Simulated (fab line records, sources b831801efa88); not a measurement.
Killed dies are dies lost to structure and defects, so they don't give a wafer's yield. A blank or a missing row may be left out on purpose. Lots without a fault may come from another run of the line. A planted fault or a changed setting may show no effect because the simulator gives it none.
Which tool did it? | flow gf180mcu | 13 lots, 39 wafers sampled, at 5 steps of a route of 602

WHAT THE GAUGES READ, wafer by wafer
GF_HV_LDD_TW_MEAS_23. Usual: HV_LDD_2_TW 1050, standard deviation 6.9.
lot  | measured     | on            | HV_LDD_2_TW    | flag
L948 | day 10 14:55 | film_metro-01 | 1045 1043 1042 |
L949 | day 10 23:17 | film_metro-01 | 1045 1043 1038 |
L951 | day 11 12:44 | film_metro-02 | 1044 1052 1042 |
L952 | day 11 23:40 | film_metro-02 | 1049 1047 1051 |
L954 | day 12 13:14 | film_metro-01 | 1047 1040 1047 |
L955 | day 12 23:16 | film_metro-02 | 1044 1049 1044 |
L957 | day 14 02:32 | film_metro-01 | 1052 1050 1050 |
L959 | day 14 18:21 | film_metro-02 | 1055 1054 1052 |
L966 | day 16 10:57 | film_metro-02 | 1051 1053 1053 |
L967 | day 17 06:01 | film_metro-01 | 1045 1043 1043 |
L968 | day 17 07:55 | film_metro-04 | 1056 1056 1056 |
L969 | day 17 10:20 | film_metro-01 | 1040 1042 1041 |
L970 | day 17 17:56 | film_metro-01 | 1035 1039 1042 |

GF_CONTACT_BOW_MEAS_05. Usual: CONTACT_BOW 65 um, standard deviation 7.
lot  | measured     | on            | CONTACT_BOW (um) | flag
L948 | day 14 22:12 | film_metro-02 | 62 57 73         |
L949 | day 15 05:46 | film_metro-01 | 70 59 66         |
L951 | day 15 21:58 | film_metro-04 | 59 62 62         |
L952 | day 16 16:44 | film_metro-04 | 63 52 50         |
L954 | day 17 04:58 | film_metro-02 | 76 58 74         |
L955 | day 17 16:56 | film_metro-01 | 72 63 64         |
L957 | day 19 00:25 | film_metro-04 | 71 62 61         |
L959 | day 19 19:37 | film_metro-01 | 62 68 63         |
L966 | day 21 15:06 | film_metro-02 | 55 61 71         |
L967 | day 22 10:02 | film_metro-04 | 46 68 61         |
L968 | day 22 12:50 | film_metro-01 | 52 62 58         |
L969 | day 22 14:58 | film_metro-01 | 67 69 59         |
L970 | day 23 00:18 | film_metro-01 | 71 76 56         |

GF_CONTACT_CD_MEAS_14: target cd 220 nm. Usual: cd_nm 220.5 nm, standard deviation 1.6.
lot  | measured     | on        | cd_nm (nm)        | flag
L948 | day 15 20:04 | cd_sem-02 | 221.3 220.2 223.6 |
L949 | day 16 03:29 | cd_sem-02 | 219.4 219.9 219.7 |
L951 | day 16 20:02 | cd_sem-02 | 219.8 219.5 220.0 |
L952 | day 17 15:46 | cd_sem-01 | 220.3 220.2 219.8 |
L954 | day 18 04:07 | cd_sem-01 | 217.8 217.8 217.4 |
L955 | day 18 16:19 | cd_sem-01 | 222.2 222.7 221.9 |
L957 | day 20 02:01 | cd_sem-02 | 177.2 176.4 176.4 | OFF
L959 | day 20 20:01 | cd_sem-01 | 223.1 221.5 222.3 |
L966 | day 22 14:22 | cd_sem-02 | 218.3 217.6 219.4 |
L967 | day 23 08:58 | cd_sem-02 | 221.4 221.1 222.2 |
L968 | day 23 11:40 | cd_sem-01 | 221.0 219.5 221.0 |
L969 | day 23 14:05 | cd_sem-02 | 215.6 216.4 215.8 |
L970 | day 23 23:04 | cd_sem-02 | 220.6 220.4 220.9 |

GF_M1_RS_MEAS_05: measures by four-point-probe. Usual: M1_ALCU_RS 0.0696 ohm/sq, standard deviation 0.00052.
lot  | measured     | on            | M1_ALCU_RS (ohm/sq)  | flag
L948 | day 15 21:35 | film_metro-01 | 0.0697 0.0697 0.0693 |
L949 | day 16 05:01 | film_metro-01 | 0.0691 0.0691 0.0688 |
L951 | day 16 21:34 | film_metro-01 | 0.0688 0.0693 0.0698 |
L952 | day 17 17:28 | film_metro-03 | 0.0691 0.0690 0.0691 |
L954 | day 18 05:38 | film_metro-01 | 0.0696 0.0699 0.0693 |
L955 | day 18 17:52 | film_metro-01 | 0.0697 0.0697 0.0694 |
L959 | day 20 21:32 | film_metro-04 | 0.0704 0.0707 0.0697 |
L966 | day 22 15:53 | film_metro-04 | 0.0694 0.0680 0.0688 |
L967 | day 23 10:30 | film_metro-01 | 0.0685 0.0692 0.0688 |
L968 | day 23 13:12 | film_metro-04 | 0.0698 0.0698 0.0700 |
L969 | day 23 15:38 | film_metro-04 | 0.0698 0.0701 0.0698 |
L970 | day 24 00:46 | film_metro-04 | 0.0699 0.0698 0.0701 |

WHICH TOOL RAN EACH LOT (tool, then ch and the chambers of the sampled wafers, then the start)
lot  | GF_CONTACT_EXPOSE_11
L948 | krf_scanner-02 ch 0, day 15 09:13
L949 | krf_scanner-02 ch 0, day 15 16:41
L951 | krf_scanner-02 ch 0, day 16 09:34
L952 | krf_scanner-02 ch 0, day 17 04:39
L954 | krf_scanner-02 ch 0, day 17 16:35
L955 | krf_scanner-01 ch 0, day 18 04:41
L957 | krf_scanner-01 ch 0, day 19 14:19
L959 | krf_scanner-01 ch 0, day 20 07:55
L966 | krf_scanner-01 ch 0, day 22 02:56
L967 | krf_scanner-01 ch 0, day 22 21:49
L968 | krf_scanner-01 ch 0, day 23 00:10
L969 | krf_scanner-01 ch 0, day 23 02:34
L970 | krf_scanner-01 ch 0, day 23 12:11
- GF_CONTACT_EXPOSE_11: exposes mask Contact, target cd 220 nm.

WHAT THE TOOLS THEMSELVES READ (means of the sampled wafers that have a number; where no wafer has one, the mark that the record gives instead)
GF_CONTACT_EXPOSE_11. Usual: reticle_temp_C 22.97 C, standard deviation 0.12.
lot  | tool           | reticle_temp_C (C) | flag
L948 | krf_scanner-02 | 23.10              |
L949 | krf_scanner-02 | 23.03              |
L951 | krf_scanner-02 | 23.07              |
L952 | krf_scanner-02 | 22.94              |
L954 | krf_scanner-02 | 22.98              |
L955 | krf_scanner-01 | 23.01              |
L957 | krf_scanner-01 | 22.83              |
L959 | krf_scanner-01 | 22.98              |
L966 | krf_scanner-01 | 23.05              |
L967 | krf_scanner-01 | 23.08              |
L968 | krf_scanner-01 | 22.80              |
L969 | krf_scanner-01 | 22.89              |
L970 | krf_scanner-01 | 22.96              |

THE ANSWER, worked out from the rows above alone
Rule: a lot is off if the mean of its wafers that have a number lies more than 3 standard deviations from the usual mean. A lot without any number at a reading at which 4 lots or more have one is off too. The other lots that the step has rows for count as sound. The gauges are gone through in route order, then the tools' own readings, and for those a lot's mean is taken as printed above. The first step at which some lot is off is used, and at that step the reading that is off furthest; a lot without a number counts as furthest.
Off: L957, at GF_CONTACT_CD_MEAS_14 (cd_nm).
A tool fits if, at a process step before that reading, it ran every lot that is off, and no sound lot after the first of them. The gauges at GF_CONTACT_CD_MEAS_14 are tried like those tools. None of those tried fits.

WHAT THE SIMULATOR HAD PUT IN
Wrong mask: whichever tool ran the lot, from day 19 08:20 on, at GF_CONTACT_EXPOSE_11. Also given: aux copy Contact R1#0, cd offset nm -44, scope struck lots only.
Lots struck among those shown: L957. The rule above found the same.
